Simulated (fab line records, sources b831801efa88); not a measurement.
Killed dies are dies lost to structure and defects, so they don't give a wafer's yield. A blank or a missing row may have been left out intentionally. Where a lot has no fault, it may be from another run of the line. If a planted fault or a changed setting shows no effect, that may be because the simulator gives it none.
fab line records | flow sky130
record lots=5 wafers=15 lastDay=50
route steps=708 shown METAL1@455 VIA1@458
lots untouched by any fault: they come from a run of this same line in which no faults occurred
startH: hours from the record's opening day to when the first of the lot's shown wafers began | waitH: hours since the lot's step before | " the same as in the row above | L1.1+2: several wafers, shown together as one row | - either no value or no given start | * or withheld: withheld | < > ~ a bound
route shown NAME@n: NAME is a module with steps in the file, n the number in the route of the first one | usual: mean and standard deviation over wafers with no fault | same: alike in all rows | chamber/n: place in a boat | sites: the reading at each site | _std_site: standard deviation across them | _edge_site: mean of outer sites minus mean of inner sites | radiusMm: how far each site lies from the wafer's centre | mask NAME#n: copy n | behind: tool/chamber where the wafer was last shaped | hold: what put the lot on hold/how long, in hours/how the hold closed | device: the transistor (n, p or np) that didn't switch | end of line: the route-end tests of the same wafers | a step with no rows: only its recipe | killed: dies that structure and defects cost at the first sort, which is not the same as the wafer's yield | map: the dies of a wafer, with x for killed, . for not killed, _ for no die there
set.NAME: the setting that was run; set.NAME@STEP: the one run at that earlier step | model.NAME: the simulator's own value behind a step, which no gauge read
lots seen at some steps along the route; tables by step, rows by wafer
services: when a tool's chamber went out of use (startH, in hours from the record's first day, below 0 if earlier), for how many hours, and the reason
## steps
# step SKY_METAL1_STRIP_21
# recipe chemistry=postEtchResidueRemover timeS=1200 tempC=72.5
# step SKY_METAL1_CLEAN_22
# recipe chemistry=IPA timeS=180 tempC=25
# step SKY_METAL1_CLEAN_23
# recipe chemistry=O3/DIW dry=n2Spin
# step SKY_VIA1_HDPCVD_00
# recipe material=SiO2 targetThkNm=1030 sigmaOpenFrac=0.3 timeS=171.7 tempC=400 sih4FlowSccm=60 pressureMtorr=6
# step SKY_VIA1_THK_MEAS_01
# recipe reads=SiO2_of_VIA1_HDPCVD_00
# usual VIA1_HDPCVD_THK=1024/15
# columns lot.wafer tool chamber startH waitH VIA1_HDPCVD_THK[nm]
L402.3 filmMetro-02 - 790.88 0.1 1039
L402.5 " - " " 1050
L402.6 " - " " 1014
L406.2 filmMetro-02 - 832.38 0.1 1003
L406.3 " - " " 1039
L406.6 " - " " 1028
L408.4 filmMetro-03 - 859.07 0.1 1005
L408.5 " - " " 1018
L408.6 " - " " 1018
L419.1 filmMetro-03 - 918.53 0.1 1013
L419.2 " - " " 1009
L419.3 " - " " 1028
L422.1 filmMetro-03 - 945.66 0.1 1046
L422.2 " - " " 1019
L422.3 " - " " 1023
# step SKY_VIA1_CMP_02
# recipe material=SiO2 downForcePsi=4 platenRpm=60 padVelocityMS=0.94248
# usual motorCurrentA=12.1/1.1
# columns lot.wafer tool chamber startH waitH motorCurrentA
L402.3 cmp-01 2 790.97 0.1 13.2
L402.5 " 1 " " 11.6
L402.6 " 2 " " 13.4
L406.2 cmp-02 1 832.53 0.1 12.0
L406.3 " 2 " " 11.1
L406.6 " 3 " " 11.4
L408.4 cmp-01 3 859.15 0.1 11.3
L408.5 " 2 " " 13.5
L408.6 " 3 " " 12.2
L419.2 cmp-02 3 918.59 0.0 12.0
L419.1 " 0 " " 10.7
L419.3 " 1 " " 12.3
L422.1 cmp-01 0 945.72 0.1 13.9
L422.3 " 2 " " 13.7
L422.2 " 3 " " 11.4
# step SKY_VIA1_BOW_MEAS_03
# recipe mode=bow
# usual VIA1_BOW=80/7.5
# columns lot.wafer tool chamber startH waitH VIA1_BOW[um]
L402.3 filmMetro-03 - 791.26 0.2 81
L402.5 " - " " 75
L402.6 " - " " 80
L406.2 filmMetro-04 - 832.75 0.2 76
L406.3 " - " " 76
L406.6 " - " " 75
L408.4 filmMetro-03 - 859.46 0.3 75
L408.5 " - " " 80
L408.6 " - " " 86
L419.1 filmMetro-03 - 918.89 0.2 72
L419.2 " - " " 73
L419.3 " - " " 76
L422.1 filmMetro-04 - 946.02 0.2 77
L422.2 " - " " 91
L422.3 " - " " 69
# step SKY_VIA1_DEHYDRATE_04
# recipe tempC=200 timeS=60
# step SKY_VIA1_HMDS_05
# recipe primeTimeS=60 primeTempC=120
# step SKY_VIA1_COAT_06
# recipe resist=BARC tempC=withheld timeS=withheld spinRpm=3000 resistThkNm=60
# step SKY_VIA1_COAT_07
# recipe resist=KrF-thick spinRpm=3000 resistThkNm=450
# step SKY_VIA1_SOFTBAKE_08
# recipe tempC=100 timeS=90 resist=KrF-thick
# step SKY_VIA1_EXPOSE_09
# recipe maskId=VIM na=0.8 sourceShape=annular sigmaInner=0.55 sigmaOuter=0.85 targetCdNm=150 doseMj=38
# usual exposureDoseMJCm2=38.1/0.32
# columns lot.wafer tool chamber startH waitH mask exposureDoseMJCm2
L402.3 krfScanner-01 0 805.26 - VIM#0 38.0
L402.5 " 0 " " VIM#0 37.9
L402.6 " 0 " " VIM#0 38.0
L406.2 krfScanner-02 0 846.59 - VIM#0 37.9
L406.3 " 0 " " VIM#0 37.9
L406.6 " 0 " " VIM#0 37.9
L408.4 krfScanner-02 0 872.31 - VIM#0 41.8
L408.5 " 0 " " VIM#0 41.8
L408.6 " 0 " " VIM#0 41.8
L419.1 krfScanner-01 0 931.30 - VIM#0 38.7
L419.2 " 0 " " VIM#0 38.6
L419.3 " 0 " " VIM#0 38.6
L422.1 krfScanner-02 0 957.39 - VIM#0 37.9
L422.2 " 0 " " VIM#0 37.9
L422.3 " 0 " " VIM#0 37.9
# step SKY_VIA1_PEB_10
# recipe pebTempC=withheld pebTimeS=withheld resist=KrF-thick
# step SKY_VIA1_DEVELOP_11
# recipe developTimeS=60 resist=KrF-thick devTempC=21
# step SKY_VIA1_CD_MEAS_12
# recipe targetCdNm=150
# usual cdNm=149.9/1.5
# columns lot.wafer tool chamber startH waitH cdNm
L402.3 cdSem-02 - 818.46 - 150.6
L402.5 " - " " 149.6
L402.6 " - " " 148.9
L406.2 cdSem-02 - 859.59 - 151.1
L406.3 " - " " 149.6
L406.6 " - " " 150.8
L408.4 cdSem-02 - 885.46 - 68.6
L408.5 " - " " 118.5
L408.6 " - " " 52.1
L419.1 cdSem-02 - 944.14 - 150.1
L419.2 " - " " 150.8
L419.3 " - " " 151.0
L422.1 cdSem-02 - 968.77 - 150.4
L422.2 " - " " 150.9
L422.3 " - " " 151.3
# step SKY_VIA1_OVL_MEAS_13
# usual VIA1_OVL=2/6.2
# columns lot.wafer tool chamber startH waitH VIA1_OVL[nm]
L402.3 overlay-02 - 818.55 0.1 11
L402.5 " - " " 5
L402.6 " - " " -6
L406.2 overlay-02 - 859.70 0.1 -1
L406.3 " - " " -2
L406.6 " - " " 7
L408.4 overlay-01 - 885.54 0.1 6
L408.5 " - " " 6
L408.6 " - " " 0
L419.1 overlay-01 - 944.26 0.1 8
L419.2 " - " " 1
L419.3 " - " " 10
L422.1 overlay-01 - 968.89 0.1 6
L422.2 " - " " 6
L422.3 " - " " 2
# step SKY_VIA1_ETCH_14
# recipe chemistry=N2/H2 target=BARC ionEnergyEv=200 sourceW=500 biasW=100 pressureMtorr=30 n2FlowSccm=100 h2FlowSccm=200 stopOn=SiO2 timeS=45.9 targetDepthA=600
# usual drypumpMotorCurrentA=5.7/0.5 n2FlowSccm=100.0/0.31 oesProductAu=0.855/0.0045 throttleValvePct=13.225/0.0084
# columns lot.wafer tool chamber startH waitH drypumpMotorCurrentA n2FlowSccm oesProductAu rfHoursCounterH throttleValvePct model.VIA1.cdNm
L402.3 rieDiel-01 1 818.58 0.0 6.2 100.0 0.863 13 13.223 148.4
L402.5 " 1 " " 6.2 100.4 0.860 - 13.226 147.7
L402.6 " 3 " " 5.1 99.9 0.856 - 13.216 148.1
L406.2 rieDiel-03 2 859.73 0.0 6.2 100.0 0.860 14 13.231 150.2
L406.3 " 3 " " 5.2 100.0 0.854 21 13.218 149.6
L406.6 " 2 " " 6.2 99.8 0.859 - 13.211 149.6
L408.4 rieDiel-02 3 885.56 0.0 5.3 100.0 0.859 2 13.211 68.96
L408.5 " 2 " " 5.1 99.9 0.858 - 13.224 118.8
L408.6 " 3 " " 5.3 100.0 0.851 - 13.239 53.37
L419.1 rieDiel-01 1 944.30 0.0 6.2 100.0 0.851 17 13.232 148.6
L419.2 " 3 " " 5.1 100.0 0.855 9 13.243 150.1
L419.3 " 0 " " 6.1 100.0 0.848 14 13.226 151.1
L422.1 rieDiel-01 0 968.93 0.0 6.1 100.1 0.855 15 13.214 150.5
L422.2 " 1 " " 6.2 100.0 0.858 18 13.219 148.3
L422.3 " 3 " " 5.0 99.8 0.862 10 13.219 151.2
# step SKY_VIA1_ETCH_15
# recipe target=SiO2 chemistry=C4F8/O2/Ar targetDepthNm=351 stopOn=TiN maskMaterial=KrF-thick sourceW=1500 biasW=1200 pressureMtorr=40 c4f8FlowSccm=withheld O2_flow_sccm=6 Ar_flow_sccm=300 timeS=54
# usual oesProductAu=0.980/0.0055
# columns lot.wafer tool chamber startH waitH oesProductAu rfHoursCounterH
L402.3 rieDiel-01 1 818.62 0.0 0.984 13
L402.5 " 1 " " 0.981 -
L402.6 " 3 " " 0.987 -
L406.2 rieDiel-03 2 859.77 0.0 0.988 14
L406.3 " 3 " " 0.981 21
L406.6 " 2 " " 0.981 -
L408.4 rieDiel-02 3 885.60 0.0 0.973 2
L408.5 " 2 " " 0.980 -
L408.6 " 3 " " 0.972 -
L419.1 rieDiel-01 1 944.34 0.0 0.979 17
L419.2 " 3 " " 0.976 9
L419.3 " 0 " " 0.979 14
L422.1 rieDiel-01 0 968.97 0.0 0.975 15
L422.2 " 1 " " 0.979 18
L422.3 " 3 " " 0.984 10
## services
# columns tool chamber startH hours kind
rieDiel-03 - 770.23 0.6 repair
rieDiel-02 3 775.90 12.9 repair
rieDiel-03 2 778.72 9.5 repair
krfScanner-01 - 787.88 0.5 repair
rieDiel-03 0 791.14 3.5 repair
krfScanner-02 - 803.63 1.3 pm
krfScanner-01 - 805.65 1.0 pm
krfScanner-01 - 810.26 0.8 pm
cmp-02 - 814.68 1.3 repair
rieDiel-01 2 814.95 5.2 repair
krfScanner-01 - 833.21 4.9 repair
rieDiel-03 2 835.33 6.9 repair
krfScanner-01 - 838.86 1.3 pm
krfScanner-02 - 845.80 0.4 repair
krfScanner-02 - 847.68 3.6 repair
rieDiel-03 0 851.20 11.3 repair
krfScanner-02 - 870.30 1.0 pm
cmp-01 - 881.40 0.9 repair
krfScanner-02 - 887.12 0.8 pm
cmp-01 - 899.94 4.1 pm
cmp-01 - 919.72 4.0 pm
cmp-01 - 941.70 0.7 repair
cmp-01 - 952.95 6.3 pm
cmp-01 - 968.12 1.2 repair
## key
firstSign step=SKY_VIA1_EXPOSE_09 reading=exposureDoseMJCm2 direction=up sigmas=11 usual=* struck=*
effect step=SKY_VIA1_CD_MEAS_12 reading=cdNm direction=down sigmas=46 usual=149.9 struck=79.7 through=controlLoop
modelEffect step=SKY_VIA1_ETCH_14 value=VIA1.cdNm without=150.6 struck=80.38
metAt SKY_VIA1_EXPOSE_09
struckWafers L408.4,L408.5,L408.6
laterRowsLeftOut L408.4,L408.5,L408.6
sortLeftOut L408.4,L408.5,L408.6
loopTrim step=SKY_VIA1_EXPOSE_09 setting=dose lots=L408
onsetBetween 846.59 872.31
fault kind=processParameterDrift tool=krfScanner-02 chamber=- onsetH=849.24 steps=SKY_VIA1_EXPOSE_09 channel=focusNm offset=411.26 spreadByWafer=0.3 shape=step endH=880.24
# sortLeftOut: the simulated sort isn't trusted on such a fault, so these wafers' sort isn't shown, and their yield isn't known
# laterRowsLeftOut: the simulator's readings of these wafers behind a module that went badly wrong aren't trusted and aren't shown, but for the sort
# loopTrim: a control loop set the setting to another value than it would have without faults
